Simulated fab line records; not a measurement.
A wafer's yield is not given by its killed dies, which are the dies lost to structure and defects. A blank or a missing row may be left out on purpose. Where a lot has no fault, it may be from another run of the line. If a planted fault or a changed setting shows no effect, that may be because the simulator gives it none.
Which of the tools did it? -- flow gf180mcu -- 12 lots, 36 wafers sampled, at 4 steps of a route of 602

## WHAT EACH GAUGE READ, for each wafer
GF_VT_IMPLANT_TW_MEAS_43.
lot,measured,on,VT_IMPLANT_4_TW
L460,day 8 10:22,film_metro-03,700 699 699
L461,day 8 16:56,film_metro-02,692 691 689
L462,day 8 20:22,film_metro-03,674 674 679
L463,day 9 08:12,film_metro-02,694 693 694
L464,day 9 14:19,film_metro-02,679 672 673
L465,day 9 21:10,film_metro-02,675 678 676
L469,day 11 00:13,film_metro-04,690 690 689
L473,day 12 03:20,film_metro-02,690 689 691
L474,day 12 07:31,film_metro-04,687 686 688
L475,day 12 14:37,film_metro-02,689 694 691
L476,day 12 23:49,film_metro-03,700 699 693
L479,day 13 15:20,film_metro-03,694 693 695

GF_HV_LDD_OVL_MEAS_20.
lot,measured,on,HV_LDD_01_OVL (nm)
L460,day 11 16:55,overlay-02,-0.1 -0.8 0.4
L461,day 12 01:52,overlay-01,1.1 2.0 3.0
L462,day 12 04:29,overlay-02,1.0 0.7 1.0
L463,day 12 19:35,overlay-02,1.3 -1.0 0.2
L464,day 13 02:08,overlay-02,-0.8 -2.0 -0.5
L465,day 13 08:59,overlay-02,0.0 -0.4 0.0
L469,day 14 15:16,overlay-01,-0.3 -0.9 -1.3
L473,day 15 23:01,overlay-01,-0.4 0.2 -1.4
L474,day 16 04:31,overlay-02,1.3 -1.5 -0.3
L475,day 16 11:02,overlay-01,-0.1 0.4 -1.2
L476,day 16 23:31,overlay-02,0.4 1.5 1.5
L479,day 17 16:58,overlay-02,2.5 2.2 2.8

## EACH LOT AND THE TOOL THAT RAN IT (in order: tool; ch and the chambers of the sampled wafers; start)
lot,GF_STI_ETCH_14,GF_VT_IMPLANT_IMPLANT_41
L460,"rie_si-02 ch 0,1,3, day 2 16:27","implanter-01 ch 0, day 8 10:10"
L461,"rie_si-01 ch 1,2,3, day 2 22:31","implanter-03 ch 0, day 8 16:41"
L462,"rie_si-02 ch 0,1,2, day 3 02:07","implanter-01 ch 0, day 8 20:07"
L463,"rie_si-02 ch 0,1,3, day 3 09:39","implanter-03 ch 0, day 9 07:57"
L464,"rie_si-01 ch 0,3, day 3 14:46","implanter-01 ch 0, day 9 14:05"
L465,"rie_si-02 ch 0,2, day 3 20:28","implanter-01 ch 0, day 9 20:56"
L469,"rie_si-01 ch 0,2,3, day 4 15:33","implanter-03 ch 0, day 10 23:58"
L473,"rie_si-02 ch 0,2,3, day 5 12:17","implanter-04 ch 0, day 12 03:08"
L474,"rie_si-02 ch 0,2, day 5 18:28","implanter-04 ch 0, day 12 07:17"
L475,"rie_si-02 ch 0,3, day 5 23:36","implanter-01 ch 0, day 12 14:22"
L476,"rie_si-01 ch 1,2,3, day 6 03:42","implanter-01 ch 0, day 12 23:34"
L479,"rie_si-02 ch 0,1,2, day 6 18:22","implanter-03 ch 0, day 13 15:05"
- GF_STI_ETCH_14: etches Si in HBr/Cl2/O2, target depth 360 nm, time 102.9 s.
- GF_VT_IMPLANT_IMPLANT_41

## AS READ BY THE TOOLS THEMSELVES (means over the sampled wafers that have a number; for cases with no such wafer, the mark the record gives instead)
GF_STI_ETCH_14.
lot,tool,O2_flow_sccm (sccm),drypump_motor_current_A (A),oes_product_au (a.u.),throttle_valve_pct (%)
L460,rie_si-02,5.996,5.8,1.004,25.664
L461,rie_si-01,6.008,5.5,1.009,25.655
L462,rie_si-02,5.997,5.8,0.998,25.654
L463,rie_si-02,6.016,5.7,1.000,25.652
L464,rie_si-01,6.010,5.8,1.014,25.638
L465,rie_si-02,6.004,6.3,0.994,25.667
L469,rie_si-01,6.007,5.8,1.007,25.642
L473,rie_si-02,5.992,6.2,0.995,25.655
L474,rie_si-02,6.015,6.3,1.005,25.651
L475,rie_si-02,5.998,6.1,0.994,25.655
L476,rie_si-01,5.997,5.5,1.014,25.647
L479,rie_si-02,5.994,5.8,1.001,25.637

GF_VT_IMPLANT_IMPLANT_41.
lot,tool,end_station_pressure_torr (Torr),faraday_current_uA
L460,implanter-01,5.05e-06,5.75
L461,implanter-03,5.17e-06,5.79
L462,implanter-01,5.26e-06,5.63
L463,implanter-03,4.93e-06,5.69
L464,implanter-01,5.16e-06,5.68
L465,implanter-01,4.82e-06,5.66
L469,implanter-03,5.03e-06,5.72
L473,implanter-04,5.06e-06,5.76
L474,implanter-04,4.86e-06,5.73
L475,implanter-01,5.03e-06,5.69
L476,implanter-01,5.19e-06,5.73
L479,implanter-03,4.80e-06,5.65

## THE ANSWER, worked out from the rows above alone
Rule: the lots themselves supply what counts as usual. Put in order of their means at a reading, lots are off if they are a third of the lots or fewer, leave a main group of 4 or more, and stand apart from it by a gap of 3 or more times the standard deviation of the main group's means; of several such gaps the widest counts. A main group whose means are all the same, to the digits that the tables above print for the reading, isn't used. Also off: a lot with no number at a reading for which 4 or more lots have one. The other lots that the step has rows for count as sound. The gauges are gone through in route order, then the tools' own readings, and for those a lot's mean is taken as printed above. At the first step where some lot is off, the reading lying furthest off is the one used; lots without a number count as furthest.
Across all readings shown, no lot is off: no conclusion can be drawn from this.

## WHAT THE SIMULATOR HAD INSERTED
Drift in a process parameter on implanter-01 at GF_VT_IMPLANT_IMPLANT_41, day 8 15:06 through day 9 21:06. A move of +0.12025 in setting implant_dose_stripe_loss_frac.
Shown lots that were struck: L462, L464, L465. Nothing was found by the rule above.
